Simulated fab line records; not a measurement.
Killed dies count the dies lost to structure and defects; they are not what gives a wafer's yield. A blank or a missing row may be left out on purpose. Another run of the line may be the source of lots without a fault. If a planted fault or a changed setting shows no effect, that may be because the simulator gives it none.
Chamber matching	flow sky130	SKY_FIELD_ISO_CMP_27 on cmp-01 has 4 sister chambers
The step polishes, stops on Si3N4, t overpolish 16 s, target thk 457.8 nm. 8 wafers are shown with their chamber, then 7 later ones without.

## WAFERS PAIRED WITH THEIR CHAMBERS
wafer	chamber	motor-current-A (A)	time-to-endpoint-s (s)
L538.1	2	11.7	118
L540.4	1	11.9	114
L542.5	2	11.0	117
L543.6	3	15.2	121
L544.1	3	14.7	112
L544.2	1	12.5	113
L544.3	0	10.4	109
L545.1	0	10.6	117

## WAFERS WHOSE CHAMBER IS MISSING
wafer	motor-current-A (A)	time-to-endpoint-s (s)
L545.4	11.1	116
L545.5	11.7	113
L546.2	11.9	116
L546.3	12.2	113
L546.4	10.5	106
L553.6	11.1	114
L554.3	11.6	113

## WHICH CHAMBER EACH WENT THROUGH
wafer	from the rows above	in truth
L545.4	can't be placed: 2 or 0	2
L545.5	can't be placed: 1 or 2 or 0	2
L546.2	can't be placed: 1 or 2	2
L546.3	1	1
L546.4	can't be placed: 0 or 2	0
L553.6	can't be placed: 2 or 0 or 1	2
L554.3	can't be placed: 2 or 1 or 0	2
1 of 7 placed correctly. Not placeable from these rows: 6 (in 6, the candidates include the true chamber). Wrongly placed: 0.
How it was worked out, from the rows above alone: a wafer's distance from a chamber is the root of the sum, over the readings, of the square of ((its reading less the chamber's mean) divided by the reading's scatter). If the next closest chamber is less than 2 further off than the closest, the wafer can't be placed; otherwise it belongs to the closest. The mean given for a chamber averages the wafers shown for that chamber. The scatter: take each reading less its chamber's mean, square it, sum over the shown wafers, divide by the number of wafers less the number of chambers, and take the root.
